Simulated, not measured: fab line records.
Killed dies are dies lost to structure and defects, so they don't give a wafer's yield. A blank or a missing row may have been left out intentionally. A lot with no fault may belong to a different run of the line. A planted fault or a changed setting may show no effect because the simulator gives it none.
fab line records    flow sky130
[record] lots = 6  wafers = 18  last-day = 49
route steps=708 shown METAL1@440 PAD_OPEN@708
lots with no fault: from the same line, run without faults
start-h: hours from the record's first day to the start of the lot's first wafer shown    wait-h: hours elapsed since this lot's preceding step    " as in the row above    L1.1+2: a row that stands for several wafers    - no value present, or no start provided    * or withheld: withheld    < > ~ a bound
route shown NAME@n: names a module that has steps shown in the file, with the first one's number in the route    usual: mean and standard deviation over wafers with no fault    same: alike in all rows    chamber/n: place in a boat    sites: the reading at each site    _std_site: the standard deviation of these    _edge_site: inner sites' mean taken away from outer sites' mean    radius-mm: how far each site lies from the wafer's centre    mask NAME#n: copy n    behind: the most recent tool/chamber to have shaped the wafer    hold: why the lot went on hold/how many hours it stayed there/how the hold came to an end    device: the transistor (n, p or np) that didn't switch    end of line: tests of these same wafers at the route's end    a step with no rows: only its recipe    killed: not the wafer's yield, but the dies lost to structure and defects at the first sort    map: per-die view of a wafer (x killed, . not killed, _ where there is no die)
set.NAME: the run value of the setting; set.NAME@STEP: its run value at that earlier step    model.NAME: the simulator's own value behind a step, which no gauge read
lots seen at some steps along the route; tables by step, rows by wafer
services: a tool's chamber out of use, with start hour (start-h, from the record's first day; less than 0 if before it), hours out, and reason
[[steps]]
[step SKY_METAL1_THK_MEAS_06]
[recipe] thk-meas-gauge = xrf  reads = AlCu_of_METAL1_SPUTTER_02
[usual] METAL1_ALCU_THK = 254/3.6
lot.wafer  tool           chamber  start-h  wait-h  METAL1_ALCU_THK[nm]
L757.1     film-metro-03  -        751.78   0.1     252
L757.2     "              -        "        "       249
L757.5     "              -        "        "       253
L761.1     film-metro-03  -        794.91   0.1     253
L761.4     "              -        "        "       251
L761.5     "              -        "        "       250
L768.3     film-metro-03  -        829.89   0.1     255
L768.4     "              -        "        "       256
L768.6     "              -        "        "       257
L769.4     film-metro-03  -        836.22   0.1     246
L769.5     "              -        "        "       249
L769.6     "              -        "        "       254
L773.1     film-metro-03  -        883.57   0.1     253
L773.2     "              -        "        "       254
L773.3     "              -        "        "       258
L774.1     film-metro-04  -        886.18   0.1     258
L774.3     "              -        "        "       257
L774.4     "              -        "        "       259
[step SKY_METAL1_DEHYDRATE_07]
[recipe] temp-c = 200  time-s = 60
[step SKY_METAL1_HMDS_08]
[recipe] prime-time-s = 60  prime-temp-c = 120
[step SKY_METAL1_COAT_09]
[recipe] resist = BARC  temp-c = withheld  time-s = withheld  spin-rpm = 3000  resist-thk-nm = 60
[step SKY_METAL1_COAT_10]
[recipe] resist = KrF-thick  spin-rpm = 3000  resist-thk-nm = 450
[step SKY_METAL1_SOFTBAKE_11]
[recipe] temp-c = 100  time-s = 90  resist = KrF-thick
[step SKY_METAL1_EXPOSE_12]
[recipe] mask-id = MM1  na = 0.8  source-shape = annular  sigma-inner = 0.55  sigma-outer = 0.85  target-cd-nm = 140  dose-mj = 28
[step SKY_METAL1_PEB_13]
[recipe] peb-temp-c = withheld  peb-time-s = withheld  resist = KrF-thick
[step SKY_METAL1_DEVELOP_14]
[recipe] develop-time-s = 60  resist = KrF-thick  dev-temp-c = 21
[step SKY_METAL1_CD_MEAS_15]
[recipe] target-cd-nm = 140
[usual] cd-nm = 139.5/1.6
lot.wafer  tool       chamber  start-h  wait-h  cd-nm
L757.1     cd-sem-01  -        778.66   -       139.5
L757.2     "          -        "        "       140.2
L757.5     "          -        "        "       140.6
L761.1     cd-sem-02  -        820.85   -       140.5
L761.4     "          -        "        "       139.6
L761.5     "          -        "        "       140.1
L768.3     cd-sem-02  -        855.64   -       138.4
L768.4     "          -        "        "       138.5
L768.6     "          -        "        "       138.6
L769.4     cd-sem-02  -        862.01   -       138.2
L769.5     "          -        "        "       138.0
L769.6     "          -        "        "       137.9
L773.1     cd-sem-01  -        908.71   -       137.2
L773.2     "          -        "        "       140.7
L773.3     "          -        "        "       140.8
L774.1     cd-sem-02  -        910.95   -       139.3
L774.3     "          -        "        "       141.1
L774.4     "          -        "        "       139.6
[step SKY_METAL1_OVL_MEAS_16]
[usual] METAL1_OVL = -1/5.7
lot.wafer  tool        chamber  start-h  wait-h  METAL1_OVL[nm]
L757.1     overlay-01  -        778.78   0.1     -9
L757.2     "           -        "        "       -8
L757.5     "           -        "        "       -5
L761.1     overlay-02  -        820.97   0.1     5
L761.4     "           -        "        "       5
L761.5     "           -        "        "       7
L768.3     overlay-02  -        855.73   0.1     2
L768.4     "           -        "        "       -3
L768.6     "           -        "        "       0
L769.4     overlay-01  -        862.09   0.1     -3
L769.5     "           -        "        "       -7
L769.6     "           -        "        "       -1
L773.1     overlay-01  -        908.83   0.1     -7
L773.2     "           -        "        "       -6
L773.3     "           -        "        "       -6
L774.1     overlay-01  -        911.07   0.1     -4
L774.3     "           -        "        "       -4
L774.4     "           -        "        "       -8
[step SKY_METAL1_DESCUM_17]
[recipe] chemistry = O2  source-power-w = 150  bias-power-w = 0  pressure-mtorr = 10  temp-c = 40  time-s = 8
[usual] drypump-motor-current-A = 5.84/0.28  he-backside-leak-sccm = 3.4/0.31  oes-product-au = 1.003/0.0087
lot.wafer  tool          chamber  start-h  wait-h  drypump-motor-current-A  he-backside-leak-sccm  oes-product-au  rf-hours-counter-h
L757.1     rie-metal-04  0        778.82   0.0     5.95                     3.8                    0.999           5
L757.2     "             1        "        "       5.97                     3.2                    0.994           15
L757.5     "             0        "        "       5.93                     3.7                    0.991           -
L761.1     rie-metal-03  1        821.01   0.0     5.81                     3.4                    1.015           2
L761.4     "             0        "        "       5.98                     3.1                    0.995           -
L761.5     "             0        "        "       5.99                     3.3                    0.998           -
L768.3     rie-metal-03  1        855.77   0.0     5.81                     3.9                    1.025           -
L768.4     "             0        "        "       6.02                     3.3                    0.999           -
L768.6     "             1        "        "       5.83                     3.6                    1.021           -
L769.4     rie-metal-03  0        862.14   0.0     6.01                     3.4                    0.995           -
L769.5     "             0        "        "       6.01                     3.3                    0.991           -
L769.6     "             0        "        "       5.98                     3.3                    0.989           -
L773.1     rie-metal-01  1        908.87   0.0     5.97                     3.4                    0.995           2
L773.2     "             0        "        "       5.13                     3.6                    0.992           9
L773.3     "             1        "        "       6.01                     3.8                    0.994           -
L774.1     rie-metal-04  1        911.11   0.0     5.95                     3.1                    1.005           0
L774.3     "             0        "        "       5.96                     3.6                    0.999           -
L774.4     "             1        "        "       5.97                     3.1                    0.997           -
[step SKY_METAL1_ETCH_18]
[recipe] chemistry = N2/H2  target = BARC  ion-energy-ev = 200  bias-w = 100  pressure-mtorr = 30  n2-flow-sccm = 100  h2-flow-sccm = 200  icp-w = 500  stop-on = SiO2  time-s = 45.9  target-depth-a = 600
[usual] drypump-motor-current-A = 5.84/0.28  he-backside-leak-sccm = 3.37/0.24  oes-product-au = 0.855/0.0047  rf-fwd-power-W = 495.4/1.6  throttle-valve-pct = 13.225/0.0098
lot.wafer  tool          chamber  start-h  wait-h  drypump-motor-current-A  he-backside-leak-sccm  oes-product-au  rf-fwd-power-W  rf-hours-counter-h  throttle-valve-pct  model.KrF-thick_of_METAL1_COAT_10.thk-nm  model.METAL1.cd-nm
L757.1     rie-metal-04  0        778.85   0.0     6.00                     4.03                   0.850           494.1           5                   13.230              394.1                                     139.7
L757.2     "             1        "        "       5.95                     3.00                   0.853           497.2           15                  13.222              393.7                                     140.3
L757.5     "             0        "        "       5.96                     3.84                   0.865           493.8           -                   13.219              393.4                                     140.4
L761.1     rie-metal-03  1        821.04   0.0     5.84                     3.45                   0.853           496.3           2                   13.229              394.5                                     140.6
L761.4     "             0        "        "       6.02                     3.02                   0.850           494.9           -                   13.216              394.7                                     140.1
L761.5     "             0        "        "       6.01                     3.10                   0.852           492.8           -                   13.234              394.5                                     140.9
L768.3     rie-metal-03  1        855.81   0.0     5.80                     3.57                   0.866           695.8           -                   13.215              376.6                                     134.7
L768.4     "             0        "        "       6.00                     3.30                   0.852           698.2           -                   13.218              379.4                                     136.1
L768.6     "             1        "        "       5.81                     3.57                   0.862           697.6           -                   13.232              376.7                                     135.2
L769.4     rie-metal-03  0        862.23   0.1     6.01                     3.34                   0.851           694.2           -                   13.231              376.6                                     135.3
L769.5     "             0        "        "       6.03                     3.23                   0.849           694.0           -                   13.239              376.6                                     135.2
L769.6     "             0        "        "       6.03                     3.27                   0.860           691.9           -                   13.230              376.6                                     135.3
L773.1     rie-metal-01  1        908.90   0.0     5.95                     3.33                   0.858           493.2           2                   13.226              395.7                                     139.5
L773.2     "             0        "        "       5.13                     3.49                   0.847           496.9           9                   13.220              396.5                                     140.8
L773.3     "             1        "        "       6.00                     3.50                   0.858           494.1           -                   13.235              395.9                                     142.6
L774.1     rie-metal-04  1        911.14   0.0     5.95                     3.15                   0.849           495.9           0                   13.221              392.6                                     140.6
L774.3     "             0        "        "       5.97                     4.00                   0.856           495.8           -                   13.222              393.3                                     141.3
L774.4     "             1        "        "       5.98                     3.19                   0.843           494.4           -                   13.227              392.7                                     141.4
[step SKY_METAL1_METAL_ETCH_19]
[recipe] target-depth-a = 3600  stop-on = SiO2  over-etch-frac = 0.3  time-s = 78  chemistry = Cl2/BCl3  resist-sidewall-deg = 88  pressure-mtorr = 10  icp-w = 900  bias-w = 48.5  Cl2_flow_sccm = 60  bcl3-flow-sccm = 30
[usual] drypump-motor-current-A = 5.83/0.28  he-backside-leak-sccm = 3.33/0.23  oes-product-au = 0.855/0.0064  rf-fwd-power-W = 895/3  throttle-valve-pct = 22.264/0.0095
[same] over-etch-frac = 0.3
lot.wafer  tool          chamber  start-h  wait-h  drypump-motor-current-A  he-backside-leak-sccm  oes-product-au  rf-fwd-power-W  rf-hours-counter-h  throttle-valve-pct  model.KrF-thick_of_METAL1_COAT_10.thk-nm  model.METAL1.cd-nm
L757.1     rie-metal-04  0        778.91   0.0     5.97                     3.61                   0.851           895             5                   22.258              160                                       139.3
L757.2     "             1        "        "       5.95                     3.07                   0.845           894             15                  22.262              157                                       142.3
L757.5     "             0        "        "       5.94                     3.45                   0.848           892             -                   22.256              161.9                                     139
L761.1     rie-metal-03  1        821.10   0.0     5.79                     3.69                   0.856           897             2                   22.261              156.3                                     140.2
L761.4     "             0        "        "       6.01                     3.01                   0.853           895             -                   22.275              163.3                                     138.5
L761.5     "             0        "        "       5.96                     3.09                   0.841           896             -                   22.261              159.9                                     139
L768.3     rie-metal-03  1        855.88   0.1     5.82                     3.87                   0.863           897             -                   22.262              137.9                                     136.7
L768.4     "             0        "        "       5.98                     3.09                   0.852           895             -                   22.256              148.7                                     138.3
L768.6     "             1        "        "       5.83                     3.66                   0.863           895             -                   22.245              137.1                                     137.1
L769.4     rie-metal-03  0        862.39   0.1     5.97                     3.11                   0.840           894             -                   22.265              144.3                                     133.6
L769.5     "             0        "        "       6.00                     3.07                   0.848           895             -                   22.254              145.3                                     133.8
L769.6     "             0        "        "       5.99                     3.07                   0.853           899             -                   22.277              144.7                                     136.2
L773.1     rie-metal-01  1        908.97   0.0     6.01                     3.52                   0.856           894             2                   22.264              163.5                                     136.1
L773.2     "             0        "        "       5.12                     3.01                   0.859           893             9                   22.260              161                                       142.7
L773.3     "             1        "        "       5.99                     3.42                   0.851           896             -                   22.252              164.8                                     141.6
L774.1     rie-metal-04  1        911.20   0.0     5.93                     3.16                   0.856           900             0                   22.264              158.8                                     140.2
L774.3     "             0        "        "       5.94                     3.46                   0.853           897             -                   22.258              162.5                                     138
L774.4     "             1        "        "       5.94                     3.00                   0.857           893             -                   22.273              158.2                                     139.5
[step SKY_METAL1_STRIP_20]
[recipe] chemistry = O2/N2  power-w = 1400  pressure-mtorr = 1500  platen-temp-c = withheld  o2-flow-sccm = 3000  n2-flow-sccm = 300  overash-fraction = 0.5
[usual] drypump-motor-current-A = 5.8/0.36  oes-product-au = 0.343/0.0049  strip-time-to-endpoint-s = 2.69/0.036
lot.wafer  tool             chamber  start-h  wait-h  drypump-motor-current-A  oes-product-au  rf-hours-counter-h  strip-time-to-endpoint-s
L757.1     plasma-asher-03  1        779.00   0.1     6.2                      0.346           93                  2.72
L757.2     "                0        "        "       6.2                      0.343           93                  2.67
L757.5     "                0        "        "       6.2                      0.340           -                   2.73
L761.1     plasma-asher-01  1        821.19   0.1     5.5                      0.347           8                   2.69
L761.4     "                0        "        "       5.3                      0.347           -                   2.75
L761.5     "                0        "        "       5.3                      0.339           -                   2.72
L768.3     plasma-asher-03  0        855.98   0.1     6.2                      0.338           -                   2.45
L768.4     "                1        "        "       6.2                      0.334           -                   2.57
L768.6     "                0        "        "       6.2                      0.332           -                   2.45
L769.4     plasma-asher-01  0        862.51   0.1     5.3                      0.335           -                   2.53
L769.5     "                1        "        "       5.5                      0.334           -                   2.55
L769.6     "                0        "        "       5.3                      0.337           -                   2.55
L773.1     plasma-asher-04  0        909.06   0.1     5.7                      0.345           47                  2.75
L773.2     "                1        "        "       6.0                      0.341           47                  2.73
L773.3     "                0        "        "       5.7                      0.348           -                   2.77
L774.1     plasma-asher-03  0        911.29   0.1     6.2                      0.340           106                 2.70
L774.3     "                1        "        "       6.2                      0.343           -                   2.73
L774.4     "                0        "        "       6.2                      0.345           -                   2.71
[step SKY_METAL1_STRIP_21]
[recipe] chemistry = post-etch-residue-remover  time-s = 1200  temp-c = 72.5
[step SKY_PAD_OPEN_PROBE_99]
[usual] defect-limited-yield = 82.1/1.7  killed_at_M0_to_M3 = 44/6.4  killed_at_M4_up = 3.0/1.8  killed-at-contacts = 24/5  killed-at-front-end = 16/4.3  killed-at-other = 0.4/0.76  killed-dies = 88/8.6  killed-open = 47/7.2  killed-short = 40/5.5  sort_bin_3_pad_short = 0.9/0.44  sort_bin_5_function = 10.6/1.5  sort_bin_6_memory = 6.4/1.2  sort-n-pass = 404/8.6  sort-yield-pct = 82.1/1.7
[same] gross-dies = 492  killed-at-back-side = 0  sort_bin_4_leakage[%] = 0  sort_bin_8_speed[%] = 0
lot.wafer  tool       chamber  start-h  wait-h  defect-limited-yield[%]  killed_at_M0_to_M3  killed_at_M4_up  killed-at-contacts  killed-at-front-end  killed-at-other  killed-dies  killed-open  killed-short  sort_bin_3_pad_short[%]  sort_bin_5_function[%]  sort_bin_6_memory[%]  sort-n-pass  sort-yield-pct[%]
L768.3     prober-02  -        1143.05  0.2     85.4                     32                  4                20                  16                   0                72           42           30            0.6                      8.1                     5.9                   420          85.4
L768.4     prober-02  -        1143.10  0.2     80.5                     50                  4                32                  10                   0                96           51           45            0.4                      11.2                    7.9                   396          80.5
L768.6     prober-02  -        1143.20  0.2     80.5                     47                  3                27                  18                   1                96           53           43            0.4                      11.6                    7.5                   396          80.5
// killed by level:class
L768.3 CONTACT:geometric-particle:open=9 VIA1:geometric-particle:open=6 FIELD_ISO:geometric-particle:open=5 FIELD_ISO:geometric-particle:short=5 LI_CONTACT:geometric-particle:open=5 METAL1:geometric-particle:short=5 CONTACT:geometric-particle:short=4 VIA2:geometric-particle:open=4
L768.4 CONTACT:geometric-particle:open=14 VIA1:geometric-particle:open=10 VIA3:geometric-particle:open=8 CONTACT:geometric-particle:short=7 METAL1:geometric-particle:short=7 LOCAL_INTERCONNECT:geometric-particle:short=6 VIA2:geometric-particle:open=5 METAL2:geometric-particle:short=4
L768.6 CONTACT:geometric-particle:open=13 VIA2:geometric-particle:open=11 METAL1:geometric-particle:short=8 VIA1:geometric-particle:short=7 VIA1:geometric-particle:open=6 POLY_GATE:geometric-particle:open=5 POLY_GATE:geometric-particle:short=5 LI_CONTACT:geometric-particle:open=5
[[services]]
tool             chamber  start-h  hours  kind
rie-metal-03     1        762.57   -      clean
rie-metal-03     1        762.57   19.2   scheduled-down
rie-metal-03     1        762.57   19.2   vent-cycle
rie-metal-03     0        785.29   -      clean
rie-metal-03     0        785.29   21.9   scheduled-down
rie-metal-03     0        785.29   21.9   vent-cycle
plasma-asher-04  -        787.64   0.7    repair
rie-metal-04     -        834.19   1.8    repair
rie-metal-04     0        835.49   5.0    repair
rie-metal-01     1        843.36   -      clean
rie-metal-01     1        843.36   17.0   scheduled-down
rie-metal-01     1        843.36   17.0   vent-cycle
rie-metal-04     -        850.96   14.6   pm
rie-metal-03     1        859.73   4.3    repair
plasma-asher-01  -        882.11   1.3    repair
rie-metal-03     -        884.77   4.0    pm
rie-metal-04     1        884.95   -      clean
rie-metal-04     1        884.95   13.9   scheduled-down
rie-metal-04     1        884.95   13.9   vent-cycle
[[key]]
[first-sign] step = SKY_METAL1_ETCH_18  reading = rf-fwd-power-W  direction = up  sigmas = 99+  usual = 495.4  struck = 695.3
[effect] step = SKY_METAL1_STRIP_20  reading = strip-time-to-endpoint-s  direction = down  sigmas = 4.8  usual = *  struck = *
[model-effect] step = SKY_METAL1_ETCH_18  value = KrF-thick_of_METAL1_COAT_10.thk-nm  without = 392.4  struck = 377.1
[model-effect] step = SKY_METAL1_METAL_ETCH_19  value = KrF-thick_of_METAL1_COAT_10.thk-nm  without = 158.3  struck = 143
met-at SKY_METAL1_ETCH_18
struck-wafers L768.3,L768.4,L768.6,L769.4,L769.5,L769.6
onset-between 821.04 855.81
[fault] kind = process-parameter-drift  tool = rie-metal-03  chamber = -  onset-h = 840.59  steps = SKY_METAL1_ETCH_18  channel = icp-w  offset = 200  shape = step  end-h = 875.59  acts-in = these-recipes-only  stated = 500
